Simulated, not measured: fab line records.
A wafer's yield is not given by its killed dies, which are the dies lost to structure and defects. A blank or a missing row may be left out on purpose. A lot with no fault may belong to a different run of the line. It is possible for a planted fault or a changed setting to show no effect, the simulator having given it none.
Struck lot and sound lot, side by side || flow sky130 || 17 steps out of a route of 708
Sound: the wafers L677.1, L677.5, L677.6. Wafers struck: L678.3, L678.4, L678.5. The cause comes at the end.
Per side, at each step with rows, come the tool, then ch with its chambers, and then its first start. Under that, the readings that differ: sound wafers || struck wafers || difference of the means || sigmas: that difference in standard deviations of wafers without a fault.
alike: words and numbers the same on both sides, and readings whose means are apart by under 2 such deviations; not compared: readings that were withheld, readings missing a value for some wafer, numbers with overlapping values and no deviation given by the record, and bounds like >300 which may hide the same value.
A row with sigmas, a row that says differs or no value, or rows on one side alone: a step with any of these is where the two part. Non-overlapping numbers with no deviation appear without sigmas and do not part them. Lack of a reading on every wafer of one side parts them only where that side has two or more wafers.

SKY_VT_ADJUST_HVTP_OVL_MEAS_08:
  sound: overlay-02 at day 7 17:40; struck: overlay-02 at day 8 04:24
  alike: VT_ADJUST_HVTP_OVL
next, for these wafers, 1 step has no rows: SKY_VT_ADJUST_HVTP_IMPLANT_09.
SKY_VT_ADJUST_HVTP_STRIP_10: strips in O2/N2.
  sound on plasma_asher-01 ch 0,1, day 7 17:50; struck on plasma_asher-04 ch 0,1, day 8 04:37
{"reading": "strip_time_to_endpoint_s (s)", "sound": "14.14 14.13 14.15", "struck": "14.26 14.22 14.24", "difference": "+0.10", "sigmas": "+2"}
  alike: drypump_motor_current_A, oes_product_au
  not compared: rf_hours_counter_h
SKY_VT_ADJUST_HVTP_TW_MEAS_11:
  sound: film_metro-01 at day 7 17:56; struck: film_metro-02 at day 8 04:42
  alike: VT_ADJUST_HVTP_TW
then, 7 steps without rows for these wafers: SKY_VT_ADJUST_LVTN_DEHYDRATE_00 (time 60 s); SKY_VT_ADJUST_LVTN_HMDS_01 (prime time 60 s); SKY_VT_ADJUST_LVTN_COAT_02 (resist thk 3000 nm); SKY_VT_ADJUST_LVTN_SOFTBAKE_03; SKY_VT_ADJUST_LVTN_EXPOSE_04 (exposes mask NWM COMPLEMENT LESS NATIVE, target cd 840 nm); SKY_VT_ADJUST_LVTN_PEB_05; SKY_VT_ADJUST_LVTN_DEVELOP_06 (develop time 60 s).
SKY_VT_ADJUST_LVTN_OVL_MEAS_07:
  sound: overlay-02 at day 8 14:12; struck: overlay-01 at day 9 02:02
  alike: VT_ADJUST_LVTN_OVL
SKY_VT_ADJUST_LVTN_IMPLANT_08:
  sound on implanter-03 ch 0, day 8 14:14; struck on implanter-03 ch 0, day 9 02:34
SKY_VT_ADJUST_LVTN_STRIP_09: strips in O2/N2.
  sound on plasma_asher-02 ch 0,1, day 8 14:23; struck on plasma_asher-03 ch 0,1, day 9 02:42
  alike: drypump_motor_current_A, oes_product_au, strip_time_to_endpoint_s
  not compared: rf_hours_counter_h
SKY_VT_ADJUST_LVTN_TW_MEAS_10:
  sound: film_metro-01 at day 8 14:29; struck: film_metro-01 at day 9 02:47
{"reading": "VT_ADJUST_LVTN_TW", "sound": "235 235 233", "struck": "288 289 288", "difference": "+54", "sigmas": "+13"}
then, 1 step without rows for these wafers: SKY_VT_ADJUST_LVTN_DEHYDRATE_11 (time 60 s).
-- a jump in the record: the struck wafers' starts before and after are 39 days apart (it breaks off in module VT_ADJUST_LVTN and resumes in module PAD_OPEN, where the first step shown is number 708 of the route) --
SKY_PAD_OPEN_PROBE_99:
  sound: prober-01 at day 47 12:51; struck: prober-02 at day 48 00:52
{"reading": "model.etest.nfet_01v8_lvt.drive_ua_um", "sound": "590.7 579.8 586.9", "struck": "523.1 537.1 524.8", "difference": -57.5, "sigmas": ""}
{"reading": "model.etest.nfet_01v8_turned.drive_ua_um", "sound": "514.6 511.2 514.5", "struck": "475.5 480.4 465.5", "difference": -39.6, "sigmas": ""}
{"reading": "model.etest.nfet_01v8.drive_ua_um", "sound": "515.8 512.2 516.2", "struck": "473.6 481.3 463.6", "difference": -41.9, "sigmas": ""}
{"reading": "model.etest.nfet_01v8_swapped.drive_ua_um", "sound": "517.9 511.2 519.5", "struck": "474.6 482.4 465.5", "difference": -42.0, "sigmas": ""}
{"reading": "model.etest.nfet_01v8_lvt.vt_sat_v (V)", "sound": "0.5218 0.5309 0.525", "struck": "0.5897 0.5823 0.5883", "difference": "+0.0609", "sigmas": ""}
{"reading": "model.etest.nfet_01v8_lvt.vt_v (V)", "sound": "0.6019 0.6101 0.6018", "struck": "0.652 0.6377 0.6458", "difference": "+0.041", "sigmas": ""}
{"reading": "model.etest.nfet_01v8.vt_sat_v (V)", "sound": "0.6353 0.6375 0.6355", "struck": "0.6759 0.673 0.6861", "difference": "+0.0422", "sigmas": ""}
{"reading": "model.etest.nfet_01v8_turned.vt_sat_v (V)", "sound": "0.6411 0.6446 0.6358", "struck": "0.6846 0.6766 0.688", "difference": "+0.0426", "sigmas": ""}
  alike: killed_at_M0_to_M3, killed_at_M4_up, killed_at_contacts, killed_at_front_end, killed_at_other, killed_dies, killed_open, killed_short

WHERE THEY PART
Earliest at SKY_VT_ADJUST_HVTP_STRIP_10; latest, in this record, at SKY_VT_ADJUST_LVTN_TW_MEAS_10. Later steps at which nothing parts them and some readings are alike: SKY_PAD_OPEN_PROBE_99.

WHY: whatever the simulator had introduced
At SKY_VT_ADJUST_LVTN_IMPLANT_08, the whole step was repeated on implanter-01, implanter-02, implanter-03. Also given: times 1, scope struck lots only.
